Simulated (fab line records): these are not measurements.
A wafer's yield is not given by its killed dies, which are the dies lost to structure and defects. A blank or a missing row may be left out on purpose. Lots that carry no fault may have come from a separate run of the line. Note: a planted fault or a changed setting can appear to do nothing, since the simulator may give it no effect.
A lot that was struck, set against a sound lot ; flow sky130 ; 15 out of 708 route steps
Sound: these wafers, L157.1, L157.2, L157.3. The struck wafers were L166.1, L166.3, L166.6. The cause is given at the end.
For every step that has rows: the tool of each side, followed by ch and its chambers, followed by its first start. Under that, the readings that differ: sound wafers ; struck wafers ; difference of the means ; sigmas: that difference in standard deviations of wafers without a fault.
alike: readings with means less than 2 such deviations apart, plus words and numbers identical on both sides. not compared: withheld readings, readings lacking a value on some wafer, bounds such as >300 that could conceal the same value, and numbers that have no deviation in the record and whose values overlap.
The two part at a step that has a row with sigmas, a row that says differs or no value, or rows on one side only. Numbers that don't overlap but have no deviation are shown without sigmas and don't part them. Lack of a reading on every wafer of one side parts them only where that side has two or more wafers.

first, 8 steps without rows for these wafers: SKY_VIA2_DEHYDRATE_04 (time 60 s); SKY_VIA2_HMDS_05 (prime time 60 s); SKY_VIA2_COAT_06 (resist thk 60 nm); SKY_VIA2_COAT_07 (resist thk 450 nm); SKY_VIA2_SOFTBAKE_08 (time 90 s); SKY_VIA2_EXPOSE_09 (exposes mask VIM2, target cd 200 nm); SKY_VIA2_PEB_10; SKY_VIA2_DEVELOP_11 (develop time 60 s).
SKY_VIA2_CD_MEAS_12: target cd 200 nm.
  struck on cd-sem-01, day 39 13:08; sound on cd-sem-02, day 36 16:32
  alike: cd-nm
SKY_VIA2_OVL_MEAS_13:
  struck on overlay-01, day 39 13:15; sound on overlay-01, day 36 16:39
  alike: VIA2_OVL
SKY_VIA2_ETCH_14: etches BARC in N2/H2, stops on SiO2, time 45.9 s, target depth 60 nm.
  sound on rie-diel-01 ch 0,1,2, day 36 16:41; struck on rie-diel-03 ch 0,1, day 39 13:17
  alike: drypump-motor-current-A, n2-flow-sccm, oes-product-au, throttle-valve-pct
  not compared: rf-hours-counter-h
SKY_VIA2_ETCH_15: etches SiO2 in C4F8/O2/Ar, stops on TiN, target depth 546 nm, time 84 s.
  sound on rie-diel-01 ch 0,1,2, day 36 16:44; struck on rie-diel-03 ch 0,1, day 39 13:20
  alike: oes-product-au
  not compared: rf-hours-counter-h
SKY_VIA2_STRIP_16: strips in O2/N2.
  sound on plasma-asher-03 ch 0,1, day 36 16:47; struck on plasma-asher-01 ch 0,1, day 39 13:23
  no value came back on the struck wafers for any of 5 readings (chamber-pressure-mTorr (mTorr), drypump-motor-current-A (A) and others); on the sound wafers chamber-pressure-mTorr (mTorr) reads 1497.9 1499.7 1496.3
reading;sound;struck;difference;sigmas
model.KrF-thick_of_VIA2_COAT_07.thk-nm (nm);0 0 0;285 284.9 284.6;+285;
  not compared: rf-hours-counter-h
then, 1 step without rows for these wafers: SKY_VIA2_STRIP_17 (strips in post etch residue remover, time 1200 s).
-- the record jumps here: 9 days lie between the struck wafers' starts before and after (it left off in module VIA2 and takes up again in module PAD_OPEN, whose first step shown is number 708 of the route) --
SKY_PAD_OPEN_PROBE_99:
  struck on prober-01, day 48 13:40; sound on prober-01, day 46 08:25
reading;sound;struck;difference;sigmas
defect-limited-yield (%);82.3 82.1 79.1;0 0 0;-81;-41
killed_at_M0_to_M3;45 57 54;443 444 445;+392;+61
killed-dies;87 88 103;492 492 492;+399;+41
killed-on-rim;20 21 22;96 96 96;+75;+18
sort_bin_5_function (%);10.8 8.9 12.0;94.3 92.7 92.7;+82.7;+52
sort-n-pass;405 404 389;0 0 0;-399;-41
sort-yield-pct (%);82.3 82.1 79.1;0 0 0;-81;-41
  alike: killed_at_M4_up, killed-at-contacts, killed-at-front-end, killed-at-other, killed-open, killed-short, sort_bin_3_pad_short, sort_bin_6_memory

WHERE THEY PART
Last at SKY_PAD_OPEN_PROBE_99 as far as this record goes, first at SKY_VIA2_STRIP_16.

WHY: what had been put in by the simulator
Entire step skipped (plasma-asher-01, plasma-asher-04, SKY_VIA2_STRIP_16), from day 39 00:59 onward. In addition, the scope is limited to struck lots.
